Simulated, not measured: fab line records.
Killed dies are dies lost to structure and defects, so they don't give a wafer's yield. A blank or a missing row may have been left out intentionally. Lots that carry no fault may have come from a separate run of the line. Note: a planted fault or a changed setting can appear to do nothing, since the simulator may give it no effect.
Which tool is to blame? ; flow sky130 ; 11 lots with 33 wafers sampled at 6 steps, on a route of 708 steps

## WHAT EACH GAUGE READ, for each wafer
SKY_METAL2_CD_MEAS_15: target cd 140 nm. Usual: 139.7 nm for cd_nm, sd 1.3.
lot;measured;on;cd_nm (nm);flag
L642;day 34 23:06;cd_sem-02;140.1 139.0 139.6;
L644;day 35 21:26;cd_sem-01;139.2 138.4 138.3;
L648;day 37 05:06;cd_sem-02;140.4 140.2 141.1;
L649;day 37 09:04;cd_sem-01;138.3 - 140.4;
L650;day 37 21:34;cd_sem-01;- 138.2 -;
L655;day 39 12:01;cd_sem-01;138.7 139.0 139.4;
L660;day 41 00:20;cd_sem-01;141.1 141.2 141.3;
L661;day 41 05:52;cd_sem-01;138.2 137.9 138.0;
L662;day 41 10:13;cd_sem-01;139.6 141.5 140.7;
L663;day 41 12:43;cd_sem-02;141.8 141.5 142.3;
L664;day 41 17:27;cd_sem-01;138.2 138.7 137.6;

SKY_METAL2_OVL_MEAS_16. Usual: for METAL2_OVL the level is -2 nm and the standard deviation is 5.2.
lot;measured;on;METAL2_OVL (nm);flag
L642;day 34 23:13;overlay-02;1 2 -1;
L644;day 35 21:32;overlay-01;-3 -11 -6;
L648;day 37 05:11;overlay-02;-9 -3 -5;
L649;day 37 09:11;overlay-01;2 - 5;
L650;day 37 21:40;overlay-02;- -5 -;
L655;day 39 12:08;overlay-01;-5 -2 0;
L660;day 41 00:26;overlay-02;-2 0 -6;
L661;day 41 05:58;overlay-01;-7 -12 -7;
L662;day 41 10:19;overlay-01;8 9 0;
L663;day 41 12:47;overlay-02;0 0 -7;
L664;day 41 17:34;overlay-02;-8 -14 -6;

## TOOL THAT RAN EACH LOT (tool first, then ch and the chambers of the sampled wafers, then the start)
lot;SKY_VIA1_ETCH_15;SKY_VIA1_STRIP_16;SKY_METAL2_SPUTTER_01;SKY_METAL2_EXPOSE_12
L642;rie_diel-03 ch 0,1,2, day 33 19:26;plasma_asher-03 ch 0,1, day 33 19:28;pvd_sputter-03, day 33 20:43;krf_scanner-01 ch 0, day 34 10:18
L644;rie_diel-04 ch 0,1,2, day 34 17:26;plasma_asher-03 ch 0,1, day 34 17:31;pvd_sputter-01, day 34 18:46;krf_scanner-02 ch 0, day 35 08:52
L648;rie_diel-03 ch 0,1, day 36 01:24;plasma_asher-02 ch 0,1, day 36 01:29;pvd_sputter-02, day 36 02:42;krf_scanner-01 ch 0, day 36 16:19
L649;rie_diel-01 ch 0,1,3, day 36 05:38;plasma_asher-04 ch 0,1, day 36 05:41;pvd_sputter-02, day 36 06:59;krf_scanner-01 ch 0, day 36 20:19
L650;rie_diel-04 ch 0,1, day 36 17:54;plasma_asher-02 ch 0,1, day 36 17:57;pvd_sputter-01, day 36 19:14;krf_scanner-01 ch 0, day 37 08:44
L655;rie_diel-04 ch 0,1,2, day 38 09:02;plasma_asher-02 ch 0,1, day 38 09:05;pvd_sputter-01, day 38 10:23;krf_scanner-02 ch 0, day 38 23:05
L660;rie_diel-04 ch 0,1,3, day 39 22:20;plasma_asher-03 ch 0,1, day 39 22:25;pvd_sputter-01, day 39 23:37;krf_scanner-02 ch 0, day 40 12:07
L661;rie_diel-01 ch 2,3, day 40 04:39;plasma_asher-04 ch 0,1, day 40 04:42;pvd_sputter-02, day 40 05:59;krf_scanner-02 ch 0, day 40 17:38
L662;rie_diel-04 ch 0,1,3, day 40 08:36;plasma_asher-02 ch 0,1, day 40 08:39;pvd_sputter-01, day 40 09:56;krf_scanner-01 ch 0, day 40 22:21
L663;rie_diel-03 ch 0,2,3, day 40 10:31;plasma_asher-04 ch 0,1, day 40 10:35;pvd_sputter-02, day 40 11:53;krf_scanner-02 ch 0, day 41 00:50
L664;rie_diel-04 ch 0,2, day 40 15:06;plasma_asher-04 ch 0,1, day 40 15:09;pvd_sputter-02, day 40 16:26;krf_scanner-01 ch 0, day 41 05:37
- SKY_VIA1_ETCH_15: etches SiO2 in C4F8/O2/Ar, stops on TiN, target depth 351 nm, time 54 s.
- SKY_VIA1_STRIP_16: strips in O2/N2.
- SKY_METAL2_SPUTTER_01: material TiN, target thk 20 nm, time 16.7 s.
- SKY_METAL2_EXPOSE_12: exposes mask MM2, target cd 140 nm.

## WHAT THE TOOLS THEMSELVES READ (means of the sampled wafers that have a number; where no wafer has one, the mark that the record gives instead)
SKY_VIA1_ETCH_15. Usual: 0.982 a.u. for oes_product_au, sd 0.0054.
lot;tool;oes_product_au (a.u.);flag
L642;rie_diel-03;0.978;
L644;rie_diel-04;0.978;
L648;rie_diel-03;0.979;
L649;rie_diel-01;0.982;
L650;rie_diel-04;0.981;
L655;rie_diel-04;0.986;
L660;rie_diel-04;0.976;
L661;rie_diel-01;0.986;
L662;rie_diel-04;0.977;
L663;rie_diel-03;0.981;
L664;rie_diel-04;0.980;

SKY_VIA1_STRIP_16. Usual: drypump_motor_current_A 6.0 A, standard deviation 0.38; oes_product_au 0.414 a.u., standard deviation 0.0048; strip_time_to_endpoint_s 4.440 s, standard deviation 0.023.
lot;tool;drypump_motor_current_A (A);oes_product_au (a.u.);strip_time_to_endpoint_s (s);flag
L642;plasma_asher-03;6.1;0.414;4.411;
L644;plasma_asher-03;5.7;0.415;4.449;
L648;plasma_asher-02;6.3;0.416;4.435;
L649;plasma_asher-04;5.9;0.410;4.431;
L650;plasma_asher-02;6.0;0.414;4.449;
L655;plasma_asher-02;6.0;0.414;4.452;
L660;plasma_asher-03;6.1;0.415;4.447;
L661;plasma_asher-04;5.9;0.412;4.419;
L662;plasma_asher-02;6.3;0.415;4.452;
L663;plasma_asher-04;5.8;0.412;4.442;
L664;plasma_asher-04;5.9;0.415;4.476;

SKY_METAL2_SPUTTER_01. Usual: 30.3 % for throttle_valve_pct, sd 0.54.
lot;tool;throttle_valve_pct (%);flag
L642;pvd_sputter-03;30.1;
L644;pvd_sputter-01;31.0;
L648;pvd_sputter-02;30.1;
L649;pvd_sputter-02;30.4;
L650;pvd_sputter-01;30.6;
L655;pvd_sputter-01;30.3;
L660;pvd_sputter-01;29.9;
L661;pvd_sputter-02;30.3;
L662;pvd_sputter-01;30.5;
L663;pvd_sputter-02;30.6;
L664;pvd_sputter-02;30.4;

## THE ANSWER, worked out from the rows above alone
Rule: a lot counts as off when the mean over its wafers that have a number is more than 3 standard deviations away from the usual mean. A lot without any number at a reading at which 4 lots or more have one is off too. All remaining lots with rows at the step are treated as sound. The gauges are gone through in route order, then the tools' own readings, and for those a lot's mean is taken as printed above. The first step at which some lot is off is used, and at that step the reading that is off furthest; a lot without a number counts as furthest.
No lot is off on any of the readings shown, so nothing can be concluded from this.

## WHAT WAS PUT IN BY THE SIMULATOR
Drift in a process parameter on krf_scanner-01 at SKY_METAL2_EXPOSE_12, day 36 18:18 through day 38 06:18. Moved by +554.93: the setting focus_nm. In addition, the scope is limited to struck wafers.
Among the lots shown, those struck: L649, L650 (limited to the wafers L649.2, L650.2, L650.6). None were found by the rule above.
